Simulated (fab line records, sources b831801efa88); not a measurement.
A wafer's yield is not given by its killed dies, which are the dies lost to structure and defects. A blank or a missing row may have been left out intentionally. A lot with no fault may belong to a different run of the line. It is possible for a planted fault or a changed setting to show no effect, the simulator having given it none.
fab line records ; flow gf180mcu ; part 1 of 2: steps 1 to 26 of 36
record lots=5; wafers=15; lastDay=34
route steps=602 shown M4@466 V4@476
lots that met no fault: taken from a fault-free run of the same line
startH: hours from the record's opening day to when the first of the lot's shown wafers began ; waitH: how many hours have passed since the lot's step before this one ; " the same as in the row above ; L1.1+2: one row covering several wafers at once ; - value missing, or start not given ; * or withheld: withheld ; < > ~ a bound
route shown NAME@n: names a module that has steps shown in the file, with the first one's number in the route ; usual: the fault-free wafers' mean and standard deviation ; same: alike in all rows ; chamber/n: place in a boat ; sites: readings site by site ; _std_site: standard deviation across them ; _edge_site: mean of outer sites minus mean of inner sites ; radiusMm: how far each site lies from the wafer's centre ; mask NAME#n: copy n ; behind: tool/chamber where the wafer was last shaped ; hold: reason for holding the lot/hours on hold/outcome of the hold ; device: names the non-switching transistor (n, p or np) ; end of line: tests run on the same wafers once the route is complete ; a step without rows: its recipe alone ; killed: dies that structure and defects cost at the first sort, which is not the same as the wafer's yield ; map: the dies of a wafer, with x for killed, . for not killed, _ for no die there
set.NAME: the setting as run; set.NAME@STEP: as run at that earlier step ; model.NAME: the simulator's own value behind a step, which no gauge read
lots at selected steps of the route; one table per step, one row per wafer
services: from which hour (startH, from the record's first day; less than 0 if before it) a tool's chamber was out of use, for how many hours, and why
## steps
# step GF_M4_SOFTBAKE_10
# recipe tempC=130; timeS=60; resist=KrF
# usual exhaustPa=45.0/0.94
lot.wafer;tool;chamber;startH;waitH;exhaustPa
L074.1;lithoTrack-03;0;518.04;0.1;42.9
L074.2;lithoTrack-03;0;518.04;0.1;43.4
L074.4;lithoTrack-03;0;518.04;0.1;43.6
L085.2;lithoTrack-02;0;619.18;0.1;46.1
L085.5;lithoTrack-02;0;619.18;0.1;46.7
L085.6;lithoTrack-02;0;619.18;0.1;46.6
L092.2;lithoTrack-03;0;671.48;0.1;44.9
L092.3;lithoTrack-03;0;671.48;0.1;45.0
L092.5;lithoTrack-03;0;671.48;0.1;43.9
L093.1;lithoTrack-02;0;678.49;0.1;44.1
L093.4;lithoTrack-02;0;678.49;0.1;44.4
L093.5;lithoTrack-02;0;678.49;0.1;44.3
L094.2;lithoTrack-01;0;687.62;0.1;44.7
L094.3;lithoTrack-01;0;687.62;0.1;45.4
L094.5;lithoTrack-01;0;687.62;0.1;44.9
# step GF_M4_EXPOSE_11
# recipe maskId=Metal4; targetCdNm=280; na=0.68; sourceShape=conventional; sigmaOuter=0.6; doseMj=28
# usual focusOffsetNm=0.0/0.57
lot.wafer;tool;chamber;startH;waitH;mask;focusOffsetNm
L074.1;krfScanner-02;0;-;-;Metal4#0;1.2
L074.2;krfScanner-02;0;-;-;Metal4#0;0.0
L074.4;krfScanner-02;0;-;-;Metal4#0;0.6
L085.2;krfScanner-01;0;-;-;Metal4#0;0.9
L085.5;krfScanner-01;0;-;-;Metal4#0;-0.1
L085.6;krfScanner-01;0;-;-;Metal4#0;0.2
L092.2;krfScanner-02;0;-;-;Metal4#0;-0.3
L092.3;krfScanner-02;0;-;-;Metal4#0;-0.6
L092.5;krfScanner-02;0;-;-;Metal4#0;-0.2
L093.1;krfScanner-02;0;-;-;Metal4#0;-0.1
L093.4;krfScanner-02;0;-;-;Metal4#0;0.2
L093.5;krfScanner-02;0;-;-;Metal4#0;0.0
L094.2;krfScanner-01;0;-;-;Metal4#0;0.4
L094.3;krfScanner-01;0;-;-;Metal4#0;1.5
L094.5;krfScanner-01;0;-;-;Metal4#0;0.8
# step GF_M4_PEB_12
# recipe pebTempC=135; pebTimeS=90; resist=KrF
# usual exhaustPa=44.8/0.85
lot.wafer;tool;chamber;startH;waitH;exhaustPa
L074.1;lithoTrack-02;0;-;-;43.7
L074.2;lithoTrack-02;0;-;-;45.3
L074.4;lithoTrack-02;0;-;-;43.8
L085.2;lithoTrack-02;0;-;-;45.6
L085.5;lithoTrack-02;0;-;-;44.4
L085.6;lithoTrack-02;0;-;-;46.0
L092.2;lithoTrack-02;0;-;-;42.8
L092.3;lithoTrack-02;0;-;-;43.4
L092.5;lithoTrack-02;0;-;-;45.3
L093.1;lithoTrack-02;0;-;-;45.9
L093.4;lithoTrack-02;0;-;-;44.8
L093.5;lithoTrack-02;0;-;-;45.1
L094.2;lithoTrack-02;0;-;-;45.1
L094.3;lithoTrack-02;0;-;-;44.4
L094.5;lithoTrack-02;0;-;-;44.9
# step GF_M4_DEVELOP_13
# recipe developTimeS=60; devTempC=21
# usual exhaustPa=44.9/0.95
lot.wafer;tool;chamber;startH;waitH;exhaustPa
L074.1;lithoTrack-02;0;529.01;0.2;45.5
L074.2;lithoTrack-02;0;529.01;0.2;46.6
L074.4;lithoTrack-02;0;529.01;0.2;46.2
L085.2;lithoTrack-02;0;629.08;0.2;44.9
L085.5;lithoTrack-02;0;629.08;0.2;45.8
L085.6;lithoTrack-02;0;629.08;0.2;44.8
L092.2;lithoTrack-02;0;677.91;0.2;44.5
L092.3;lithoTrack-02;0;677.91;0.2;44.4
L092.5;lithoTrack-02;0;677.91;0.2;45.0
L093.1;lithoTrack-02;0;688.04;0.2;43.1
L093.4;lithoTrack-02;0;688.04;0.2;43.2
L093.5;lithoTrack-02;0;688.04;0.2;43.9
L094.2;lithoTrack-02;0;696.76;0.2;44.3
L094.3;lithoTrack-02;0;696.76;0.2;44.4
L094.5;lithoTrack-02;0;696.76;0.2;43.9
# step GF_M4_CD_MEAS_14
# recipe targetCdNm=280
# usual cdNm=279.7/1.1
lot.wafer;tool;chamber;startH;waitH;cdNm
L074.1;cdSem-01;-;529.16;0.1;279.8
L074.2;cdSem-01;-;529.16;0.1;281.0
L074.4;cdSem-01;-;529.16;0.1;280.3
L085.2;cdSem-01;-;634.15;5.0;279.3
L085.5;cdSem-01;-;634.15;5.0;279.5
L085.6;cdSem-01;-;634.15;5.0;279.7
L092.2;cdSem-01;-;678.06;0.1;280.2
L092.3;cdSem-01;-;678.06;0.1;280.0
L092.5;cdSem-01;-;678.06;0.1;280.6
L093.1;cdSem-01;-;688.19;0.1;278.6
L093.4;cdSem-01;-;688.19;0.1;280.7
L093.5;cdSem-01;-;688.19;0.1;280.4
L094.2;cdSem-02;-;696.91;0.1;279.5
L094.3;cdSem-02;-;696.91;0.1;280.5
L094.5;cdSem-02;-;696.91;0.1;279.6
# step GF_M4_OVL_MEAS_15
# usual M4_OVL=-4/6
lot.wafer;tool;chamber;startH;waitH;M4_OVL[nm]
L074.1;overlay-01;-;529.28;0.1;-7
L074.2;overlay-01;-;529.28;0.1;-3
L074.4;overlay-01;-;529.28;0.1;-5
L085.2;overlay-02;-;634.26;0.1;-2
L085.5;overlay-02;-;634.26;0.1;-9
L085.6;overlay-02;-;634.26;0.1;1
L092.2;overlay-01;-;678.17;0.1;-2
L092.3;overlay-01;-;678.17;0.1;-6
L092.5;overlay-01;-;678.17;0.1;-4
L093.1;overlay-01;-;688.31;0.1;0
L093.4;overlay-01;-;688.31;0.1;-4
L093.5;overlay-01;-;688.31;0.1;-16
L094.2;overlay-01;-;697.01;0.1;2
L094.3;overlay-01;-;697.01;0.1;-8
L094.5;overlay-01;-;697.01;0.1;-9
# step GF_M4_METAL_ETCH_16
# recipe chemistry=Cl2/BCl3; maskMaterial=KrF; targetDepthNm=627.5; stopOn=SiO2; pressureMtorr=8; icpW=800; biasW=140; Cl2_flow_sccm=80; bcl3FlowSccm=40; timeS=104.6
# usual drypumpMotorCurrentA=5.8/0.38; oesProductAu=0.970/0.0077; throttleValvePct=28.250/0.012
lot.wafer;tool;chamber;startH;waitH;drypumpMotorCurrentA;oesProductAu;rfHoursCounterH;throttleValvePct
L074.1;rieMetal-03;0;529.31;0.0;6.0;0.959;1;28.256
L074.2;rieMetal-03;1;529.31;0.0;5.5;0.966;10;28.254
L074.4;rieMetal-03;1;529.31;0.0;5.5;0.982;-;28.234
L085.2;rieMetal-02;1;634.32;0.1;6.2;0.989;-;28.263
L085.5;rieMetal-02;1;634.32;0.1;6.1;0.971;-;28.255
L085.6;rieMetal-02;1;634.32;0.1;6.1;0.980;-;28.234
L092.2;rieMetal-01;1;678.20;0.0;6.0;0.963;6;28.253
L092.3;rieMetal-01;0;678.20;0.0;5.5;0.972;-;28.242
L092.5;rieMetal-01;1;678.20;0.0;6.0;0.967;-;28.255
L093.1;rieMetal-02;0;688.34;0.0;5.2;0.970;2;28.263
L093.4;rieMetal-02;0;688.34;0.0;5.2;0.962;-;28.234
L093.5;rieMetal-02;1;688.34;0.0;6.2;0.973;-;28.246
L094.2;rieMetal-01;0;697.04;0.0;5.5;0.974;7;28.243
L094.3;rieMetal-01;1;697.04;0.0;6.0;0.981;-;28.251
L094.5;rieMetal-01;0;697.04;0.0;5.5;0.961;-;28.241
# step GF_M4_STRIP_17
# recipe chemistry=O2/N2; powerW=1400; pressureMtorr=1500; platenTempC=250; o2FlowSccm=3000; n2FlowSccm=300; overashFraction=0.5
# usual drypumpMotorCurrentA=5.9/0.4; heaterPowerW=343/23; oesProductAu=0.557/0.0054; stripTimeToEndpointS=7.86/0.052
lot.wafer;tool;chamber;startH;waitH;drypumpMotorCurrentA;heaterPowerW;oesProductAu;rfHoursCounterH;stripTimeToEndpointS
L074.1;plasmaAsher-01;1;529.42;0.1;6.6;306;0.557;89;7.85
L074.2;plasmaAsher-01;0;529.42;0.1;5.4;375;0.558;89;7.83
L074.4;plasmaAsher-01;0;529.42;0.1;5.4;366;0.554;-;7.85
L085.2;plasmaAsher-04;0;634.51;0.1;6.0;369;0.558;52;7.90
L085.5;plasmaAsher-04;1;634.51;0.1;5.7;321;0.564;-;7.89
L085.6;plasmaAsher-04;0;634.51;0.1;6.0;359;0.569;-;7.88
L092.2;plasmaAsher-04;0;678.31;0.1;6.0;352;0.570;57;8.03
L092.3;plasmaAsher-04;0;678.31;0.1;6.0;361;0.563;-;7.96
L092.5;plasmaAsher-04;0;678.31;0.1;6.0;368;0.561;-;8.03
L093.1;plasmaAsher-01;0;688.46;0.1;5.5;372;0.565;105;7.90
L093.4;plasmaAsher-01;0;688.46;0.1;5.4;371;0.549;-;7.86
L093.5;plasmaAsher-01;0;688.46;0.1;5.5;362;0.556;-;7.85
L094.2;plasmaAsher-04;0;697.16;0.1;6.0;369;0.557;59;7.88
L094.3;plasmaAsher-04;1;697.16;0.1;5.7;333;0.558;-;7.93
L094.5;plasmaAsher-04;1;697.16;0.1;5.7;325;0.562;-;7.90
# step GF_M4_STRIP_18
# recipe chemistry=postEtchResidueRemover; timeS=1200; tempC=72.5
lot.wafer;tool;chamber;startH;waitH
L074.1+2+4;wetBench-03;2;529.52;0.1
L085.2+5+6;wetBench-03;3;634.61;0.1
L092.2+3+5;wetBench-04;3;678.41;0.1
L093.1+4+5;wetBench-04;0;688.56;0.1
L094.2+3+5;wetBench-01;3;697.26;0.1
# step GF_M4_CLEAN_19
# recipe chemistry=DIW; dry=n2Spin
lot.wafer;tool;chamber;startH;waitH
L074.1+2+4;wetBench-01;1;529.90;0.0
L085.2+5+6;wetBench-03;2;634.95;0.0
L092.2+3+5;wetBench-01;3;678.75;0.0
L093.1+4+5;wetBench-01;3;688.93;0.0
L094.2+3+5;wetBench-04;1;697.60;0.0
# step GF_V4_CVD_00
# recipe material=SiO2; targetThkNm=600; sigmaOpenFrac=0.3; tempC=400; timeS=100; sih4FlowSccm=60; pressureMtorr=6
lot.wafer;tool;chamber;startH;waitH
L074.1+2+4;hdpcvd-02;0,1,2;530.08;0.0
L085.2+5+6;hdpcvd-01;0,2,1;635.04;0.0
L092.2+3+5;hdpcvd-01;1,1,2;678.84;0.0
L093.1+4+5;hdpcvd-01;1,1,2;689.02;0.0
L094.2+3+5;hdpcvd-01;2,0,0;697.69;0.0
# step GF_V4_THK_MEAS_01
# recipe reads=SiO2_of_V4_CVD_00
# usual V4_CVD_00_THK=602/7.4
lot.wafer;tool;chamber;startH;waitH;V4_CVD_00_THK[nm]
L074.1;filmMetro-01;-;530.15;0.0;603
L074.2;filmMetro-01;-;530.15;0.0;606
L074.4;filmMetro-01;-;530.15;0.0;600
L085.2;filmMetro-02;-;635.13;0.0;604
L085.5;filmMetro-02;-;635.13;0.0;599
L085.6;filmMetro-02;-;635.13;0.0;609
L092.2;filmMetro-03;-;678.96;0.1;603
L092.3;filmMetro-03;-;678.96;0.1;608
L092.5;filmMetro-03;-;678.96;0.1;600
L093.1;filmMetro-02;-;689.13;0.1;607
L093.4;filmMetro-02;-;689.13;0.1;610
L093.5;filmMetro-02;-;689.13;0.1;594
L094.2;filmMetro-03;-;697.77;0.0;592
L094.3;filmMetro-03;-;697.77;0.0;601
L094.5;filmMetro-03;-;697.77;0.0;598
# step GF_V4_CVD_02
# recipe material=SiO2; targetThkNm=850; precursor=TEOS; tempC=400; timeS=94.851; rfW=600
# usual heaterPowerW=656/100
lot.wafer;tool;chamber;startH;waitH;heaterPowerW
L074.1;pecvd-01;2;530.21;0.1;870
L074.2;pecvd-01;0;530.21;0.1;575
L074.4;pecvd-01;2;530.21;0.1;704
L085.2;pecvd-01;2;635.18;0.0;860
L085.5;pecvd-01;1;635.18;0.0;681
L085.6;pecvd-01;2;635.18;0.0;872
L092.2;pecvd-02;0;679.01;0.0;717
L092.3;pecvd-02;2;679.01;0.0;637
L092.5;pecvd-02;1;679.01;0.0;589
L093.1;pecvd-02;0;689.19;0.1;655
L093.4;pecvd-02;0;689.19;0.1;708
L093.5;pecvd-02;1;689.19;0.1;472
L094.2;pecvd-01;2;697.82;0.0;766
L094.3;pecvd-01;2;697.82;0.0;817
L094.5;pecvd-01;2;697.82;0.0;887
# step GF_V4_THK_MEAS_03
# recipe reads=SiO2_of_V4_CVD_02
# usual V4_CVD_02_THK=849/13
lot.wafer;tool;chamber;startH;waitH;V4_CVD_02_THK[nm]
L074.1;filmMetro-03;-;530.28;0.0;852
L074.2;filmMetro-03;-;530.28;0.0;843
L074.4;filmMetro-03;-;530.28;0.0;867
L085.2;filmMetro-02;-;635.25;0.0;856
L085.5;filmMetro-02;-;635.25;0.0;860
L085.6;filmMetro-02;-;635.25;0.0;877
L092.2;filmMetro-03;-;679.09;0.0;833
L092.3;filmMetro-03;-;679.09;0.0;833
L092.5;filmMetro-03;-;679.09;0.0;846
L093.1;filmMetro-03;-;689.26;0.0;853
L093.4;filmMetro-03;-;689.26;0.0;870
L093.5;filmMetro-03;-;689.26;0.0;858
L094.2;filmMetro-03;-;697.94;0.1;856
L094.3;filmMetro-03;-;697.94;0.1;864
L094.5;filmMetro-03;-;697.94;0.1;863
# step GF_V4_CMP_04
# recipe material=SiO2; downForcePsi=4; platenRpm=60; padVelocityMS=0.94248
# usual motorCurrentA=12.3/1.3; timeToEndpointS=78/7
lot.wafer;tool;chamber;startH;waitH;motorCurrentA;timeToEndpointS
L074.2;cmp-01;2;530.34;0.0;13.6;81
L074.1;cmp-01;3;530.34;0.0;12.0;81
L074.4;cmp-01;0;530.34;0.0;13.0;92
L085.2;cmp-02;2;635.79;0.5;12.1;75
L085.6;cmp-02;2;635.79;0.5;12.0;82
L085.5;cmp-02;3;635.79;0.5;13.3;76
L092.2;cmp-01;1;679.32;0.2;9.9;77
L092.3;cmp-01;2;679.32;0.2;13.9;78
L092.5;cmp-01;2;679.32;0.2;13.8;85
L093.4;cmp-02;2;689.32;0.0;12.3;84
L093.1;cmp-02;3;689.32;0.0;13.8;74
L093.5;cmp-02;2;689.32;0.0;12.2;77
L094.2;cmp-02;2;697.99;0.0;12.2;74
L094.3;cmp-02;1;697.99;0.0;11.5;83
L094.5;cmp-02;2;697.99;0.0;12.3;78
# step GF_V4_BOW_MEAS_05
# recipe mode=bow
# usual V4_BOW=135/9.2
lot.wafer;tool;chamber;startH;waitH;V4_BOW[um]
L074.1;filmMetro-03;-;530.64;0.2;142
L074.2;filmMetro-03;-;530.64;0.2;143
L074.4;filmMetro-03;-;530.64;0.2;139
L085.2;filmMetro-02;-;636.11;0.3;145
L085.5;filmMetro-02;-;636.11;0.3;147
L085.6;filmMetro-02;-;636.11;0.3;142
L092.2;filmMetro-03;-;679.64;0.3;136
L092.3;filmMetro-03;-;679.64;0.3;126
L092.5;filmMetro-03;-;679.64;0.3;112
L093.1;filmMetro-02;-;689.62;0.2;124
L093.4;filmMetro-02;-;689.62;0.2;125
L093.5;filmMetro-02;-;689.62;0.2;139
L094.2;filmMetro-02;-;698.31;0.3;133
L094.3;filmMetro-02;-;698.31;0.3;128
L094.5;filmMetro-02;-;698.31;0.3;138
# step GF_V4_DEHYDRATE_06
# recipe tempC=200; timeS=60
# usual exhaustPa=45.1/0.88
lot.wafer;tool;chamber;startH;waitH;exhaustPa
L074.1;lithoTrack-01;0;541.89;11.2;45.1
L074.2;lithoTrack-01;0;541.89;11.2;44.8
L074.4;lithoTrack-01;0;541.89;11.2;45.0
L085.2;lithoTrack-03;0;643.56;7.4;44.6
L085.5;lithoTrack-03;0;643.56;7.4;45.4
L085.6;lithoTrack-03;0;643.56;7.4;43.5
L092.2;lithoTrack-04;0;689.29;9.6;44.2
L092.3;lithoTrack-04;0;689.29;9.6;45.0
L092.5;lithoTrack-04;0;689.29;9.6;44.2
L093.1;lithoTrack-04;0;698.22;8.6;45.6
L093.4;lithoTrack-04;0;698.22;8.6;47.2
L093.5;lithoTrack-04;0;698.22;8.6;46.6
L094.2;lithoTrack-01;0;706.97;8.6;43.7
L094.3;lithoTrack-01;0;706.97;8.6;44.4
L094.5;lithoTrack-01;0;706.97;8.6;44.5
# step GF_V4_HMDS_07
# recipe primeTimeS=60; primeTempC=120
# usual exhaustPa=45.0/0.89; primeTempC=120.02/0.13
lot.wafer;tool;chamber;startH;waitH;exhaustPa;primeTempC
L074.1;lithoTrack-01;0;542.04;0.1;45.7;119.98
L074.2;lithoTrack-01;0;542.04;0.1;44.1;120.08
L074.4;lithoTrack-01;0;542.04;0.1;43.1;119.92
L085.2;lithoTrack-03;0;643.71;0.1;44.9;120.13
L085.5;lithoTrack-03;0;643.71;0.1;44.3;120.21
L085.6;lithoTrack-03;0;643.71;0.1;45.6;120.03
L092.2;lithoTrack-04;0;689.44;0.1;45.5;120.10
L092.3;lithoTrack-04;0;689.44;0.1;45.7;119.86
L092.5;lithoTrack-04;0;689.44;0.1;46.0;120.25
L093.1;lithoTrack-04;0;698.37;0.1;45.0;120.19
L093.4;lithoTrack-04;0;698.37;0.1;45.8;120.12
L093.5;lithoTrack-04;0;698.37;0.1;44.0;120.14
L094.2;lithoTrack-01;0;707.12;0.1;43.9;120.07
L094.3;lithoTrack-01;0;707.12;0.1;43.6;120.12
L094.5;lithoTrack-01;0;707.12;0.1;44.1;119.77
# step GF_V4_COAT_08
# recipe resist=BARC; tempC=withheld; timeS=withheld; spinRpm=withheld; resistThkNm=withheld
# usual exhaustPa=45.0/0.94
lot.wafer;tool;chamber;startH;waitH;exhaustPa
L074.1;lithoTrack-01;0;542.19;0.1;43.4
L074.2;lithoTrack-01;0;542.19;0.1;45.9
L074.4;lithoTrack-01;0;542.19;0.1;44.3
L085.2;lithoTrack-03;0;643.86;0.1;45.3
L085.5;lithoTrack-03;0;643.86;0.1;47.5
L085.6;lithoTrack-03;0;643.86;0.1;46.0
L092.2;lithoTrack-04;0;689.59;0.1;45.3
L092.3;lithoTrack-04;0;689.59;0.1;45.3
L092.5;lithoTrack-04;0;689.59;0.1;45.1
L093.1;lithoTrack-04;0;698.52;0.1;46.0
L093.4;lithoTrack-04;0;698.52;0.1;45.6
L093.5;lithoTrack-04;0;698.52;0.1;45.8
L094.2;lithoTrack-01;0;707.27;0.1;44.6
L094.3;lithoTrack-01;0;707.27;0.1;44.5
L094.5;lithoTrack-01;0;707.27;0.1;44.5
# step GF_V4_COAT_09
# recipe resist=KrF; spinRpm=withheld; resistThkNm=1000
# usual exhaustPa=44.8/0.82
lot.wafer;tool;chamber;startH;waitH;exhaustPa
L074.1;lithoTrack-01;0;-;-;45.1
L074.2;lithoTrack-01;0;-;-;45.0
L074.4;lithoTrack-01;0;-;-;45.0
L085.2;lithoTrack-03;0;-;-;44.9
L085.5;lithoTrack-03;0;-;-;44.9
L085.6;lithoTrack-03;0;-;-;44.7
L092.2;lithoTrack-04;0;-;-;44.4
L092.3;lithoTrack-04;0;-;-;44.2
L092.5;lithoTrack-04;0;-;-;44.9
L093.1;lithoTrack-04;0;-;-;44.9
L093.4;lithoTrack-04;0;-;-;43.9
L093.5;lithoTrack-04;0;-;-;44.0
L094.2;lithoTrack-01;0;-;-;43.4
L094.3;lithoTrack-01;0;-;-;43.7
L094.5;lithoTrack-01;0;-;-;44.3
# step GF_V4_SOFTBAKE_10
# recipe tempC=130; timeS=60; resist=KrF
# usual exhaustPa=44.9/1.1
lot.wafer;tool;chamber;startH;waitH;exhaustPa
L074.1;lithoTrack-01;0;-;-;44.4
L074.2;lithoTrack-01;0;-;-;46.5
L074.4;lithoTrack-01;0;-;-;44.8
L085.2;lithoTrack-03;0;-;-;43.2
L085.5;lithoTrack-03;0;-;-;44.6
L085.6;lithoTrack-03;0;-;-;43.5
L092.2;lithoTrack-04;0;-;-;46.2
L092.3;lithoTrack-04;0;-;-;45.8
L092.5;lithoTrack-04;0;-;-;46.0
L093.1;lithoTrack-04;0;-;-;43.2
L093.4;lithoTrack-04;0;-;-;44.0
L093.5;lithoTrack-04;0;-;-;44.0
L094.2;lithoTrack-01;0;-;-;45.9
L094.3;lithoTrack-01;0;-;-;46.9
L094.5;lithoTrack-01;0;-;-;45.3
# step GF_V4_EXPOSE_11
# recipe maskId=Via4; targetCdNm=260; na=0.68; sourceShape=conventional; sigmaOuter=0.6; doseMj=38
# usual focusOffsetNm=0.0/0.55
lot.wafer;tool;chamber;startH;waitH;mask;focusOffsetNm
L074.1;krfScanner-01;0;-;-;Via4#0;0.0
L074.2;krfScanner-01;0;-;-;Via4#0;0.9
L074.4;krfScanner-01;0;-;-;Via4#0;-0.2
L085.2;krfScanner-02;0;-;-;Via4#0;-0.8
L085.5;krfScanner-02;0;-;-;Via4#0;-0.4
L085.6;krfScanner-02;0;-;-;Via4#0;-0.2
L092.2;krfScanner-01;0;-;-;Via4#0;0.6
L092.3;krfScanner-01;0;-;-;Via4#0;0.0
L092.5;krfScanner-01;0;-;-;Via4#0;0.3
L093.1;krfScanner-01;0;-;-;Via4#0;0.6
L093.4;krfScanner-01;0;-;-;Via4#0;0.6
L093.5;krfScanner-01;0;-;-;Via4#0;0.3
L094.2;krfScanner-01;0;-;-;Via4#0;-0.3
L094.3;krfScanner-01;0;-;-;Via4#0;0.7
L094.5;krfScanner-01;0;-;-;Via4#0;0.1
# step GF_V4_PEB_12
# recipe pebTempC=135; pebTimeS=90; resist=KrF
# usual exhaustPa=45.0/0.7
lot.wafer;tool;chamber;startH;waitH;exhaustPa
L074.1;lithoTrack-03;0;-;-;44.4
L074.2;lithoTrack-03;0;-;-;46.1
L074.4;lithoTrack-03;0;-;-;46.3
L085.2;lithoTrack-03;0;-;-;45.5
L085.5;lithoTrack-03;0;-;-;45.2
L085.6;lithoTrack-03;0;-;-;44.8
L092.2;lithoTrack-01;0;-;-;44.7
L092.3;lithoTrack-01;0;-;-;44.5
L092.5;lithoTrack-01;0;-;-;44.8
L093.1;lithoTrack-04;0;-;-;44.4
L093.4;lithoTrack-04;0;-;-;44.7
L093.5;lithoTrack-04;0;-;-;43.9
L094.2;lithoTrack-01;0;-;-;44.6
L094.3;lithoTrack-01;0;-;-;45.3
L094.5;lithoTrack-01;0;-;-;46.4
# step GF_V4_DEVELOP_13
# recipe developTimeS=60; resist=KrF; devTempC=21
# usual exhaustPa=45.0/0.88
lot.wafer;tool;chamber;startH;waitH;exhaustPa
L074.1;lithoTrack-03;0;553.29;0.2;44.8
L074.2;lithoTrack-03;0;553.29;0.2;44.7
L074.4;lithoTrack-03;0;553.29;0.2;44.8
L085.2;lithoTrack-03;0;650.21;0.2;46.8
L085.5;lithoTrack-03;0;650.21;0.2;47.2
L085.6;lithoTrack-03;0;650.21;0.2;46.6
L092.2;lithoTrack-01;0;698.67;0.2;44.8
L092.3;lithoTrack-01;0;698.67;0.2;46.2
L092.5;lithoTrack-01;0;698.67;0.2;45.6
L093.1;lithoTrack-04;0;708.02;0.2;44.9
L093.4;lithoTrack-04;0;708.02;0.2;46.5
L093.5;lithoTrack-04;0;708.02;0.2;43.9
L094.2;lithoTrack-01;0;716.47;0.2;45.2
L094.3;lithoTrack-01;0;716.47;0.2;44.8
L094.5;lithoTrack-01;0;716.47;0.2;45.4
# step GF_V4_CD_MEAS_14
# recipe targetCdNm=260
# usual cdNm=260.3/1.2
lot.wafer;tool;chamber;startH;waitH;cdNm
L074.1;cdSem-01;-;553.44;0.1;259.8
L074.2;cdSem-01;-;553.44;0.1;259.6
L074.4;cdSem-01;-;553.44;0.1;258.6
L085.2;cdSem-01;-;663.80;13.6;260.4
L085.5;cdSem-01;-;663.80;13.6;261.2
L085.6;cdSem-01;-;663.80;13.6;260.3
L092.2;cdSem-02;-;698.82;0.1;261.4
L092.3;cdSem-02;-;698.82;0.1;261.2
L092.5;cdSem-02;-;698.82;0.1;260.1
L093.1;cdSem-02;-;708.17;0.1;258.8
L093.4;cdSem-02;-;708.17;0.1;259.9
L093.5;cdSem-02;-;708.17;0.1;259.1
L094.2;cdSem-01;-;716.62;0.1;259.7
L094.3;cdSem-01;-;716.62;0.1;260.1
L094.5;cdSem-01;-;716.62;0.1;260.5
# step GF_V4_OVL_MEAS_15
# usual V4_OVL=-3/4.3
lot.wafer;tool;chamber;startH;waitH;V4_OVL[nm]
L074.1;overlay-01;-;553.56;0.1;2
L074.2;overlay-01;-;553.56;0.1;-3
L074.4;overlay-01;-;553.56;0.1;8
L085.2;overlay-02;-;663.91;0.1;-5
L085.5;overlay-02;-;663.91;0.1;2
L085.6;overlay-02;-;663.91;0.1;-3
L092.2;overlay-01;-;698.92;0.1;-1
L092.3;overlay-01;-;698.92;0.1;-4
L092.5;overlay-01;-;698.92;0.1;-4
L093.1;overlay-01;-;708.29;0.1;3
L093.4;overlay-01;-;708.29;0.1;6
L093.5;overlay-01;-;708.29;0.1;4
L094.2;overlay-02;-;716.72;0.1;-7
L094.3;overlay-02;-;716.72;0.1;-7
L094.5;overlay-02;-;716.72;0.1;-3
